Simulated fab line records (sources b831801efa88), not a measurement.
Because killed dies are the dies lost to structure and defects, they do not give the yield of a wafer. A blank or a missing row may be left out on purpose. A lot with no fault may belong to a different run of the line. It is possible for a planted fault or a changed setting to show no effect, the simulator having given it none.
Which tool is to blame? ; flow sky130 ; 33 wafers from 11 lots sampled at 7 of the route's 708 steps

WHAT THE GAUGES SHOWED, per wafer
SKY_LDD_HVN_OVL_MEAS_07. Usual: for LDD_HVN_OVL the level is 0.4 nm and the standard deviation is 1.4.
lot;measured;on;LDD_HVN_OVL (nm);flag
L915;day 19 23:51;overlay-02;0.3 0.2 0.1;
L918;day 21 11:27;overlay-01;0.2 0.8 0.2;
L919;day 21 18:29;overlay-01;-0.3 -1.7 0.3;
L920;day 22 00:25;overlay-01;1.8 2.1 1.6;
L924;day 23 14:09;overlay-02;-1.1 1.0 0.2;
L926;day 24 08:18;overlay-02;1.2 0.3 1.0;
L927;day 24 19:24;overlay-02;-2.0 0.5 -0.3;
L929;day 25 14:04;overlay-01;1.3 1.6 1.8;
L934;day 27 07:39;overlay-01;-0.5 -1.4 -0.4;
L936;day 28 00:23;overlay-01;0.8 0.4 0.4;
L938;day 28 15:54;overlay-01;-0.4 1.2 -1.8;

SKY_POLY_CUT_OVL_MEAS_09. Usual: for POLY_CUT_OVL the level is -4 nm and the standard deviation is 4.2.
lot;measured;on;POLY_CUT_OVL (nm);flag
L915;day 23 23:37;overlay-02;-3 -7 -6;
L918;day 25 09:43;overlay-02;-1 -12 -1;
L919;day 25 15:53;overlay-01;-5 0 -3;
L920;day 25 22:07;overlay-01;-1 -7 3;
L924;day 27 08:08;overlay-01;-14 -4 -10;
L926;day 28 03:28;overlay-01;-3 -5 -4;
L927;day 28 12:49;overlay-01;-1 -2 -6;
L929;day 29 07:04;overlay-01;-6 -6 -9;
L934;day 30 23:16;overlay-01;-8 -7 -4;
L936;day 31 14:02;overlay-01;-6 -3 2;
L938;day 32 03:37;overlay-02;1 0 -6;

SKY_SD_N_TW_MEAS_12. Usual: for SD_N_TW the level is 3995 and the standard deviation is 37.
lot;measured;on;SD_N_TW;flag
L915;day 27 16:00;film metro-02;3940 3925 3935;
L918;day 29 00:46;film metro-02;3912 3900 3929;
L919;day 29 06:03;film metro-03;3964 3966 3986;
L920;day 29 11:51;film metro-03;3968 3980 3995;
L924;day 30 20:46;film metro-03;4019 4019 3997;
L926;day 31 15:34;film metro-03;4019 4010 4010;
L927;day 32 00:27;film metro-03;3600 3606 3610;OFF
L929;day 32 17:37;film metro-03;3615 3618 3623;OFF
L934;day 34 07:37;film metro-02;3921 3918 3915;
L936;day 34 22:42;film metro-04;3995 4022 4013;
L938;day 35 11:43;film metro-04;4039 4023 4036;

SKY_SD_N_RS_MEAS_16: the measuring method here is four-point-probe. Usual: for SD_N_RS the level is 68.55 ohm/sq and the standard deviation is 0.1.
lot;measured;on;SD_N_RS (ohm/sq);flag
L915;day 27 16:20;film metro-02;68.48 68.41 68.47;
L918;day 29 01:03;film metro-04;68.66 68.68 68.74;
L919;day 29 06:20;film metro-04;68.77 68.64 68.75;
L920;day 29 12:09;film metro-02;68.55 68.50 68.39;
L924;day 30 21:04;film metro-04;68.71 68.51 68.53;
L926;day 31 15:52;film metro-04;68.75 68.59 68.61;
L927;day 32 00:44;film metro-02;82.87 82.87 83.09;OFF
L929;day 32 17:55;film metro-04;82.74 82.69 82.77;OFF
L934;day 34 07:55;film metro-03;68.37 68.47 68.42;
L936;day 34 23:02;film metro-04;68.54 68.45 68.56;
L938;day 35 12:01;film metro-04;68.69 68.48 68.70;

SKY_LI_CONTACT_CD_MEAS_12: target cd 170 nm. Usual: cd nm reads 169.7 nm (standard deviation 1.7).
lot;measured;on;cd nm (nm);flag
L915;day 28 21:31;cd sem-02;169.7 168.6 169.3;
L918;day 30 05:46;cd sem-02;171.7 170.4 170.7;
L919;day 30 10:39;cd sem-01;166.1 167.3 165.1;
L920;day 30 16:18;cd sem-01;166.6 167.0 168.1;
L924;day 32 00:52;cd sem-02;168.9 171.6 170.5;
L926;day 32 19:37;cd sem-01;170.2 169.0 168.9;
L927;day 33 03:51;cd sem-01;169.9 170.8 170.7;
L929;day 33 21:31;cd sem-02;169.1 168.8 169.6;
L934;day 35 10:25;cd sem-01;172.1 172.3 172.2;
L936;day 36 02:24;cd sem-02;172.0 170.6 171.4;
L938;day 36 15:07;cd sem-02;170.1 167.9 168.7;

WHAT TOOL EACH LOT RAN ON (gives the tool, then ch and the chambers of the sampled wafers, and finally the start)
lot;SKY_SD_N_IMPLANT_09;SKY_SD_N_STRIP_11
L915;implanter-02 ch 0, day 27 15:36;plasma asher-04 ch 0,1, day 27 15:54
L918;implanter-04 ch 0, day 29 00:22;plasma asher-01 ch 0,1, day 29 00:39
L919;implanter-04 ch 0, day 29 05:39;plasma asher-03 ch 0,1, day 29 05:57
L920;implanter-02 ch 0, day 29 11:27;plasma asher-04 ch 0,1, day 29 11:45
L924;implanter-04 ch 0, day 30 20:23;plasma asher-04 ch 0,1, day 30 20:39
L926;implanter-02 ch 0, day 31 15:11;plasma asher-03 ch 0,1, day 31 15:27
L927;implanter-04 ch 0, day 32 00:03;plasma asher-04 ch 0, day 32 00:21
L929;implanter-04 ch 0, day 32 17:14;plasma asher-04 ch 0,1, day 32 17:30
L934;implanter-03 ch 0, day 34 07:14;plasma asher-03 ch 0,1, day 34 07:30
L936;implanter-02 ch 0, day 34 22:18;plasma asher-03 ch 0,1, day 34 22:36
L938;implanter-02 ch 0, day 35 11:20;plasma asher-04 ch 0,1, day 35 11:36
- SKY_SD_N_IMPLANT_09
- SKY_SD_N_STRIP_11: strips in O2/N2.

WHAT THE TOOLS THEMSELVES READ (means of the sampled wafers that have a number; where no wafer has one, the mark that the record gives instead)
SKY_SD_N_IMPLANT_09. Usual: beam energy keV 50.000, standard deviation 0.016; faraday current uA 11314, standard deviation 820.
lot;tool;beam energy keV;faraday current uA;flag
L915;implanter-02;49.996;10761;
L918;implanter-04;49.987;11217;
L919;implanter-04;50.004;11157;
L920;implanter-02;50.004;10887;
L924;implanter-04;50.017;11091;
L926;implanter-02;50.003;10876;
L927;implanter-04;32.859;11116;OFF
L929;implanter-04;32.879;11133;OFF
L934;implanter-03;50.021;12975;
L936;implanter-02;49.989;10965;
L938;implanter-02;50.024;10933;

SKY_SD_N_STRIP_11. Usual: drypump motor current A 5.8 A, standard deviation 0.57; oes product au 0.528 a.u., standard deviation 0.0049; strip time to endpoint s 22.56 s, standard deviation 0.042.
lot;tool;drypump motor current A (A);oes product au (a.u.);strip time to endpoint s (s);flag
L915;plasma asher-04;5.4;0.526;22.55;
L918;plasma asher-01;5.5;0.530;22.53;
L919;plasma asher-03;6.2;0.527;22.54;
L920;plasma asher-04;5.4;0.530;22.56;
L924;plasma asher-04;5.4;0.523;22.53;
L926;plasma asher-03;6.2;0.530;22.56;
L927;plasma asher-04;5.3;0.570;20.00;OFF
L929;plasma asher-04;5.4;0.569;19.94;OFF
L934;plasma asher-03;6.2;0.526;22.53;
L936;plasma asher-03;6.2;0.529;22.57;
L938;plasma asher-04;5.4;0.525;22.53;

THE ANSWER, worked out from the rows above alone
Rule: take the mean of a lot's wafers that have a number; if it is more than 3 standard deviations from the usual mean, the lot is off. A lot without any number at a reading at which 4 lots or more have one is off too. Where the step has rows for the other lots, those lots are counted as sound. Order of review: gauges by route order, followed by the tools' own readings, for which a lot's mean as printed above is used. The first step at which some lot is off is used, and at that step the reading that is off furthest; a lot without a number counts as furthest.
Off: L927, L929, seen at SKY_SD_N_TW_MEAS_12 (SD_N_TW).
A tool fits if, at a process step before that reading, it ran every lot that is off, and no sound lot after the first of them. The gauges at SKY_SD_N_TW_MEAS_12 aren't tried: what is off there is off at SKY_SD_N_RS_MEAS_16 too, on other tools, and a gauge's error can't cause that. One fits: SKY_SD_N_IMPLANT_09 on implanter-04. Its last sound lot is L924 (day 30 20:23), its first lot that is off L927 (day 32 00:03): a fault that began between those two fits.
The tool's own readings at SKY_SD_N_IMPLANT_09 bear it out: on the lots that are off they differ by more than 5 times the standard deviation of the sound lots' means. beam energy keV reads 32.869 there against 50.005 on the sound lots.

WHAT WAS PUT IN BY THE SIMULATOR
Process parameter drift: implanter-04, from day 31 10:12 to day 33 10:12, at SKY_SD_N_IMPLANT_09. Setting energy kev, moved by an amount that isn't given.
Lots struck among those shown: L927, L929. The same result came from the rule above.
